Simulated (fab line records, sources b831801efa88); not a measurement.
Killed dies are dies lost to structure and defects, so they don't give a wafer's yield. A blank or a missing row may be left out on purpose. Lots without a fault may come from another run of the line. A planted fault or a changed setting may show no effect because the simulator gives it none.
A struck lot beside a sound one | flow sky130 | 23 steps out of a route of 708
Sound: wafers L785.1, L785.3, L785.6. Struck: wafers L787.1, L787.4, L787.5. The cause comes at the end.
At each step with rows: each side's tool, then ch and its chambers, then its first start. Under that, the readings that differ: sound wafers | struck wafers | difference of the means | sigmas: that difference in standard deviations of wafers without a fault.
alike: readings whose means differ by less than 2 such deviations, and words and numbers that are the same on both sides. not compared: withheld readings, readings that some wafer has no value for, bounds like >300 that may hide the same value, and numbers for which the record gives no deviation and whose values overlap.
The two part at a step that has a row with sigmas, a row that says differs or no value, or rows on one side only. Numbers that don't overlap but have no deviation are shown without sigmas and don't part them. A reading that every wafer of one side lacks parts them only if that side has two wafers or more.

first, 5 steps without rows for these wafers: SKY_POLY_CUT_COAT_03 (resist thk 450 nm); SKY_POLY_CUT_SOFTBAKE_04 (time 90 s); SKY_POLY_CUT_EXPOSE_05 (exposes mask NPCM, target cd 270 nm); SKY_POLY_CUT_PEB_06; SKY_POLY_CUT_DEVELOP_07 (develop time 60 s).
SKY_POLY_CUT_CD_MEAS_08: target cd 270 nm.
  sound on cd_sem-01, day 28 12:43; struck on cd_sem-02, day 29 11:34
  alike: cd_nm
SKY_POLY_CUT_OVL_MEAS_09:
  sound on overlay-02, day 28 12:50; struck on overlay-01, day 29 11:41
  alike: POLY_CUT_OVL
SKY_POLY_CUT_ETCH_10: etches BARC in N2/H2, stops on SiO2, time 45.9 s, target depth 60 nm.
  sound on rie_diel-03 ch 0,1,3, day 28 12:52; struck on rie_diel-01 ch 1,3, day 29 11:43
  alike: drypump_motor_current_A, n2_flow_sccm, oes_product_au, throttle_valve_pct
  not compared: rf_hours_counter_h
SKY_POLY_CUT_ETCH_11: etches Si3N4 in CF4/CH2F2/Ar, stops on poly-Si, time 42.5 s, target depth 60 nm.
  sound on rie_diel-03 ch 0,1,3, day 28 12:55; struck on rie_diel-01 ch 1,3, day 29 11:46
  reading                | sound                | struck               | difference | sigmas
  throttle_valve_pct (%) | 14.981 14.975 14.978 | 15.007 15.002 15.008 | +0.028     | +3
  alike: ch2f2_flow_sccm, drypump_motor_current_A, oes_product_au
  not compared: rf_hours_counter_h
SKY_POLY_CUT_STRIP_12: strips in O2/N2.
  sound on plasma_asher-03 ch 0,1, day 28 12:57; struck on plasma_asher-02 ch 0,1, day 29 11:48
  alike: drypump_motor_current_A, n2_flow_sccm, oes_product_au, strip_time_to_endpoint_s
  not compared: rf_hours_counter_h
then, 2 steps without rows for these wafers: SKY_SD_P_DEHYDRATE_00 (time 60 s); SKY_SD_P_HMDS_01 (prime time 60 s).
SKY_SD_P_COAT_02: resist thk 1140 nm.
  sound on litho_track-04 ch 0, day 29 02:55; struck on litho_track-04 ch 0, day 30 02:04
  reading                                   | sound                | struck               | difference | sigmas
  spin_speed_rpm (rpm)                      | 2999.4 2996.8 2999.0 | 2793.1 2794.2 2792.6 | -205.1     | -99 or more
  model.NOVOLAK_of_SD_P_COAT_02.thk_nm (nm) | 1146 1143 1148       | 1180 1186 1182       | +37        |
  alike: exhaust_pa
then, 3 steps without rows for these wafers: SKY_SD_P_SOFTBAKE_03 (time 60 s); SKY_SD_P_EXPOSE_04 (exposes mask PSDM, target cd 380 nm); SKY_SD_P_PEB_05.
SKY_SD_P_DEVELOP_06: develop time 60 s.
  sound on litho_track-01 ch 0, day 29 17:41; struck on litho_track-04 ch 0, day 30 16:04
  reading                                   | sound          | struck         | difference | sigmas
  model.NOVOLAK_of_SD_P_COAT_02.thk_nm (nm) | 1146 1143 1147 | 1180 1185 1182 | +37        |
  alike: developer_temp_C, exhaust_pa
SKY_SD_P_CD_MEAS_07: target cd 380 nm.
  sound on cd_sem-02, day 29 17:50; struck on cd_sem-02, day 30 16:13
  reading    | sound             | struck            | difference | sigmas
  cd_nm (nm) | 382.8 383.0 380.7 | 375.7 375.0 375.5 | -6.8       | -3
SKY_SD_P_OVL_MEAS_08:
  sound on overlay-01, day 29 17:58; struck on overlay-01, day 30 16:20
  alike: SD_P_OVL
then, 1 step without rows for these wafers: SKY_SD_P_IMPLANT_09.
SKY_SD_P_STRIP_10: strips in O2/N2.
  sound on plasma_asher-01 ch 0,1, day 29 18:09; struck on plasma_asher-01 ch 0,1, day 30 16:32
  reading                      | sound             | struck            | difference | sigmas
  oes_product_au (a.u.)        | 0.611 0.617 0.616 | 0.626 0.628 0.623 | +0.011     | +2
  strip_time_to_endpoint_s (s) | 17.55 17.53 17.59 | 17.90 17.98 17.93 | +0.38      | +9
  alike: drypump_motor_current_A, n2_flow_sccm
  not compared: rf_hours_counter_h
SKY_SD_P_TW_MEAS_11:
  sound on film_metro-03, day 29 18:15; struck on film_metro-04, day 30 16:38
  alike: SD_P_TW
-- the record jumps here: 19 days lie between the struck wafers' starts before and after (it left off in module SD_P and takes up again in module PAD_OPEN, whose first step shown is number 708 of the route) --
SKY_PAD_OPEN_PROBE_99:
  the record has rows for the struck wafers here (prober-01, day 49 13:29) and none for the sound ones

WHERE THEY PART
First at SKY_POLY_CUT_ETCH_11; last, within this record, at SKY_PAD_OPEN_PROBE_99.

WHY: what the simulator had put in
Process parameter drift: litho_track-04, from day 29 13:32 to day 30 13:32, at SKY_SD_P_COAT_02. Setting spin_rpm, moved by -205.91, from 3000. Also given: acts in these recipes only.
